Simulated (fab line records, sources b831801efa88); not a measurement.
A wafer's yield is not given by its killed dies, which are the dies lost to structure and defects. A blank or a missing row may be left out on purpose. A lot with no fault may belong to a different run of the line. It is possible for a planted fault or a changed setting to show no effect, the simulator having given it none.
Matching of chambers    flow gf180mcu    GF_V1_CMP_26 on cmp-01 has 3 sister chambers
The step polishes, stops on SiO2, t overpolish 15 s, target thk 0 nm. 3 wafers are shown with their chamber, then 6 later ones without.

WAFERS PAIRED WITH THEIR CHAMBERS
wafer   chamber  motorCurrentA (A)
L475.1  1        10.3
L475.6  3        10.4
L480.5  2        11.2

WAFERS WHOSE CHAMBER IS MISSING
wafer   motorCurrentA (A)
L480.6  10.3
L483.1  10.5
L483.3  10.1
L483.5  10.4
L487.1  10.2
L487.4  10.6

WHICH CHAMBER EACH WENT THROUGH
wafer   from the rows above      in truth
L480.6  can't be placed: 1 or 3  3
L483.1  can't be placed: 3 or 1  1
L483.3  can't be placed: 1 or 3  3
L483.5  can't be placed: 3 or 1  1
L487.1  can't be placed: 1 or 3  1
L487.4  can't be placed: 3 or 1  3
Correctly placed: 0 of 6. Can't be placed from these rows: 6 (the true chamber is among the candidates in 6). Wrongly placed: 0.
How it was worked out, from the rows above alone: a wafer's distance from a chamber is the root of the sum, over the readings, of the square of ((its reading less the chamber's mean) divided by the reading's scatter). The wafer belongs to the nearest chamber; if the next one is less than 2 further off, it can't be placed. A chamber's mean is the mean of its shown wafers. The scatter (one wafer shown for each chamber): square how far every hidden wafer sits from the nearest shown wafer, average those squares and take the square root.
